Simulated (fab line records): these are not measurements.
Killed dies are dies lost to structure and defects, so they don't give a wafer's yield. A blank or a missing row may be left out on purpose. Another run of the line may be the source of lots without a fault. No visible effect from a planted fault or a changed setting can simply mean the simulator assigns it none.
Code-filled problem report in 8D (eight disciplines) form + flow sfq-line + the parts of the form that need people (team, actions taken, sign-off) are left out

1. WHAT IS WRONG
head-pressure-psi at SFQ_TRILAYER_I7_CMP_CMP_184 reads a mean of 2.697 psi on 6 wafers of 2 lots; wafers without a fault read 3.000 psi with a standard deviation of 0.0066. Relative to the usual mean, that is a shift of -46 standard deviations.
The step: polishes SiO2.
Earliest sighting: wafer L254.2 on cmp-02 at day 81 00:20. Wafers with a number at this step in the record: 42, from 14 lots. By rule, "out" or "out of limits" means more than 4 standard deviations away from the usual mean. The rest of the wafers with a number are treated as sound.

2. WHAT IT IS, AND WHAT IT ISN'T
| question                    | is                     | is not                                                                                       |
|-----------------------------|------------------------|----------------------------------------------------------------------------------------------|
| which readings at this step | head-pressure-psi      | -                                                                                            |
| which lots                  | L254, L255             | L245, L246, L248, L250, L251, L252, L253, L256, L264, L266, L267, L268                       |
| which wafers of those lots  | all that have a number | -                                                                                            |
| read on which tools         | cmp-02                 | cmp-01                                                                                       |
| when                        | from day 81 00:20      | up to then (21 sound wafers); but 15 sound wafers of L256, L264, L266, L267, L268 came after |

3. THE SUSPECTS, EACH WITH WHAT RULES IT OUT
Counting: a tool stays on the suspect list if, at a process step up to the reading, it processed all lots that are out and no sound lot following the first of them.
- cmp-02 at SFQ_TRILAYER_I7_CMP_CMP_184 (polishes SiO2): ruled out as a lasting fault. Sound lots L256, L266, L268 ran on it after its first lot that is out, L254 (day 81 00:20).
Left after counting: nothing in the record.

4. THE CAUSE (what the simulator had put in)
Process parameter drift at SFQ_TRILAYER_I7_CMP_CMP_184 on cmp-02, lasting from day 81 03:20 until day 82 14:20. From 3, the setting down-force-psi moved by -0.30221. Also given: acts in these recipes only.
Counting ruled it out, wrongly.

5. THE CHAIN OF EFFECTS, in route order
Each row: a reading whose mean over the struck wafers that have a number lies more than 3 standard deviations from the usual. Only readings whose record carries a usual standard deviation are examined. hours: median over the lots of the time between each lot's start at the first step of this table that gives one and its start at this step. sigmas: the change, counted in usual standard deviations.
| hours | step                        | reading           | usual     | on struck wafers | change | sigmas |
|-------|-----------------------------|-------------------|-----------|------------------|--------|--------|
| 0     | SFQ_TRILAYER_I7_CMP_CMP_184 | head-pressure-psi | 3.000 psi | 2.697            | -0.303 | -46    |
Here are the process steps it includes:
- SFQ_TRILAYER_I7_CMP_CMP_184: polishes SiO2.

6. HOW IT WOULD HAVE BEEN CAUGHT EARLIER
In this record the first reading out of limits was taken at day 81 00:20.
